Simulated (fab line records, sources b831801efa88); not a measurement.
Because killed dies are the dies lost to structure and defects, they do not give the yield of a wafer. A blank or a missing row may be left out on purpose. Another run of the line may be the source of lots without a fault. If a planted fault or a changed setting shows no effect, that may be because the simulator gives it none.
The same fault as seen by 2 desks    flow gf180mcu    every desk sees just its own numbers, and what lay behind them comes last

AT THE TOOL OWNER'S DESK: pecvd-02
The tool's own readings at GF_MIM_CVD_05 (deposits Si3N4, target thk 42 nm, time 29.086 s): means of the sampled wafers that have a number, for each lot that ran on this tool. Marked OUT: a lot whose mean sits more than 4 standard deviations from the usual mean, which makes it out of limits; the brackets give that distance.
Columns: A = heaterPowerW at GF_MIM_CVD_05, usual 635 W; B = susceptorTempC at GF_MIM_CVD_05, usual 384.95 C
lot   first seen here  A    B
L487  day 24 23:01     612  385.00
L489  day 25 19:43     671  384.79
L498  day 28 16:25     610  384.90
L501  day 29 10:43     626  385.00
This desk's verdict: no lot among the 4 shows anything out of limits.

METROLOGY DESK
Lot by lot, what the gauges showed, no matter which tool ran the lot: averages of those sampled wafers that carry a number. Marked OUT: a lot whose mean sits more than 4 standard deviations from the usual mean, which makes it out of limits; the brackets give that distance.
Columns: A = V4_BOW at GF_V4_BOW_MEAS_05, usual 134 um; B = MIM_CVD_05_THK at GF_MIM_THK_MEAS_06, usual 42.1 nm; C = MIM_ALCU_RS at GF_MIM_RS_MEAS_10, usual 0.1602 ohm/sq
lot   first seen here  A    B               C
L486  day 23 18:40     140  42.3            0.1594
L487  day 23 23:02     136  42.6            0.1594
L488  day 24 12:13     122  41.8            0.1605
L489  day 24 20:20     127  42.3            0.1590
L490  day 25 06:41     143  42.0            0.1592
L493  day 26 06:22     127  42.9            0.1603
L495  day 26 22:48     129  42.0            0.1587
L497  day 27 15:16     145  42.7            0.1603
L498  day 27 19:00     148  29.8 (-24) OUT  0.1629
L501  day 28 13:43     123  30.1 (-24) OUT  0.1587
L504  day 29 08:44     134  42.5            0.1598
L506  day 29 20:19     138  42.3            0.1602
L508  day 30 06:05     141  42.5            0.1603
This desk's result: L498, L501 out of limits, first on L498 (MIM_CVD_05_THK at GF_MIM_THK_MEAS_06), day 28 16:29. Within limits: L486, L487, L488, L489, L490, L493, L495, L497, L504, L506, L508.

ALL TOGETHER
The metrology desk could have raised an alarm at day 28 16:29, on L498, L501.
The tool owner's desk saw nothing out of limits.
On record at the tool owner's desk: L498, L501, within its limits.
GF_MIM_CVD_05 was run on pecvd-02 by each of the lots named.

WHAT WAS PUT IN BY THE SIMULATOR
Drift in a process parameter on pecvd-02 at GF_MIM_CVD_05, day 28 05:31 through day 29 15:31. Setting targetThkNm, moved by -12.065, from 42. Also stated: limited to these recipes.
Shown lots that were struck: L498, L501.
Per desk, hours elapsed from the start of the fault to the first reading out of limits: for the metrology desk, 11.
